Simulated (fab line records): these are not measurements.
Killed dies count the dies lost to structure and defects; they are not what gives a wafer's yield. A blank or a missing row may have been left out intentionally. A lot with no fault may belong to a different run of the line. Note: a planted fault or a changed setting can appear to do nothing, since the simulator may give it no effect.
Chamber matching || flow gf180mcu || 3 sister chambers for GF_PASSIVATION_CVD_00 on pecvd-04
The step deposits SiO2 from TEOS, target thk 1000 nm, time 111.95 s. 3 wafers are shown with their chamber, then 8 later ones without.

## WAFERS PAIRED WITH THEIR CHAMBERS
{"wafer": "L168.5", "chamber": 1, "heater_power_w (W)": 642}
{"wafer": "L168.6", "chamber": 0, "heater_power_w (W)": 649}
{"wafer": "L169.2", "chamber": 2, "heater_power_w (W)": 670}

## WAFERS MISSING THEIR CHAMBER
{"wafer": "L169.4", "heater_power_w (W)": 679}
{"wafer": "L169.5", "heater_power_w (W)": 806}
{"wafer": "L170.1", "heater_power_w (W)": 711}
{"wafer": "L170.2", "heater_power_w (W)": 630}
{"wafer": "L170.6", "heater_power_w (W)": 666}
{"wafer": "L172.1", "heater_power_w (W)": 665}
{"wafer": "L172.4", "heater_power_w (W)": 780}
{"wafer": "L172.5", "heater_power_w (W)": 635}

## EACH ONE'S CHAMBER
{"wafer": "L169.4", "from the rows above": "can't be placed: 2 or 0 or 1", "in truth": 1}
{"wafer": "L169.5", "from the rows above": "can't be placed: 2 or 0 or 1", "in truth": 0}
{"wafer": "L170.1", "from the rows above": "can't be placed: 2 or 0 or 1", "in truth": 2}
{"wafer": "L170.2", "from the rows above": "can't be placed: 1 or 0 or 2", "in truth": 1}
{"wafer": "L170.6", "from the rows above": "can't be placed: 2 or 0 or 1", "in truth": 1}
{"wafer": "L172.1", "from the rows above": "can't be placed: 2 or 0 or 1", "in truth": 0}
{"wafer": "L172.4", "from the rows above": "can't be placed: 2 or 0 or 1", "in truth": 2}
{"wafer": "L172.5", "from the rows above": "can't be placed: 1 or 0 or 2", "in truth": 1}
0 of 8 placed correctly. From these rows, 8 cannot be placed; in 8 the true chamber is one of the candidates. Wrongly placed: 0.
How it was worked out, from the rows above alone: a wafer's distance from a chamber is the root of the sum, over the readings, of the square of ((its reading less the chamber's mean) divided by the reading's scatter). If the next closest chamber is less than 2 further off than the closest, the wafer can't be placed; otherwise it belongs to the closest. The mean given for a chamber averages the wafers shown for that chamber. The scatter (one wafer shown for each chamber): square how far every hidden wafer sits from the nearest shown wafer, average those squares and take the square root.
